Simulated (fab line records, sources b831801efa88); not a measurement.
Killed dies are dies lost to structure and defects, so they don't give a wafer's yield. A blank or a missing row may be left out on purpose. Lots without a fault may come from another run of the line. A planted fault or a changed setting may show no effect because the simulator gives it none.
Problem report in the 8D (eight disciplines) form, filled by code | flow sky130 | the parts of the form that need people (team, actions taken, sign-off) are left out

1. THE PROBLEM
exposure_dose_mJ_cm2 at SKY_VT_ADJUST_LVTN_EXPOSE_04 reads a mean of 186.58 on 9 wafers of 3 lots; wafers without a fault read 194.00 with a standard deviation of 0.19. That is -39 standard deviations from the usual mean.
The step: exposes mask NWM COMPLEMENT LESS NATIVE, target cd 840 nm.
First seen on wafer L399.4, day 9 05:11, on iline_stepper-01. The record holds 39 wafers of 13 lots with a number at this step. Rule for "out", or "out of limits": more than 4 standard deviations from the usual mean. The other wafers with a number count as sound.

2. WHAT IT IS AND WHAT IT IS NOT
question                    | is                     | is not
which readings at this step | exposure_dose_mJ_cm2   | -
which lots                  | L399, L402, L403       | L390, L391, L392, L393, L395, L397, L398, L405, L410, L412
which wafers of those lots  | all that have a number | -
read on which tools         | iline_stepper-01       | iline_stepper-02
when                        | from day 9 05:11       | up to then (21 sound wafers); but 9 sound wafers of L405, L410, L412 came after

3. SUSPECTS, AND WHAT RULES EACH OUT
Counting: a tool at a process step up to the reading stays a suspect if it ran every lot that is out and no sound lot after the first of them.
- iline_stepper-01 at SKY_VT_ADJUST_LVTN_EXPOSE_04 (exposes mask NWM COMPLEMENT LESS NATIVE, target cd 840 nm): kept. It ran every lot that is out, first L399 (day 9 05:11), and no sound lot after that; its last sound lot up to then is L397 (day 8 23:05). Its own readings are out on those wafers: exposure_dose_mJ_cm2.
Left after counting: iline_stepper-01 at SKY_VT_ADJUST_LVTN_EXPOSE_04.

4. THE CAUSE (what the simulator had put in)
Process parameter drift: iline_stepper-01, from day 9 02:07 on, at SKY_VT_ADJUST_LVTN_EXPOSE_04. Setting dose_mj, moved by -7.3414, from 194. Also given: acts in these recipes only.
Counting left only this tool.

5. THE CHAIN OF EFFECTS, in route order
Each row: a reading whose mean over the struck wafers that have a number lies more than 3 standard deviations from the usual. Only readings for which the record gives a usual standard deviation are gone through. hours: the time from each lot's start at the first step in this table that gives one to its start at this step, as a median over the lots. sigmas: the change in usual standard deviations.
hours | step                         | reading              | usual  | on struck wafers | change | sigmas
0     | SKY_VT_ADJUST_LVTN_EXPOSE_04 | exposure_dose_mJ_cm2 | 194.00 | 186.58           | -7.42  | -39
The process steps in it:
- SKY_VT_ADJUST_LVTN_EXPOSE_04: exposes mask NWM COMPLEMENT LESS NATIVE, target cd 840 nm.
Later measuring or inspecting steps at which every struck wafer that the step has a row for has a number for every such reading, and none has moved that far: SKY_VT_ADJUST_LVTN_TW_MEAS_10.

6. WHAT WOULD HAVE CAUGHT IT SOONER
In this record the first reading out of limits was taken at day 9 05:11, 3 hours after the fault began at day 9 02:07.
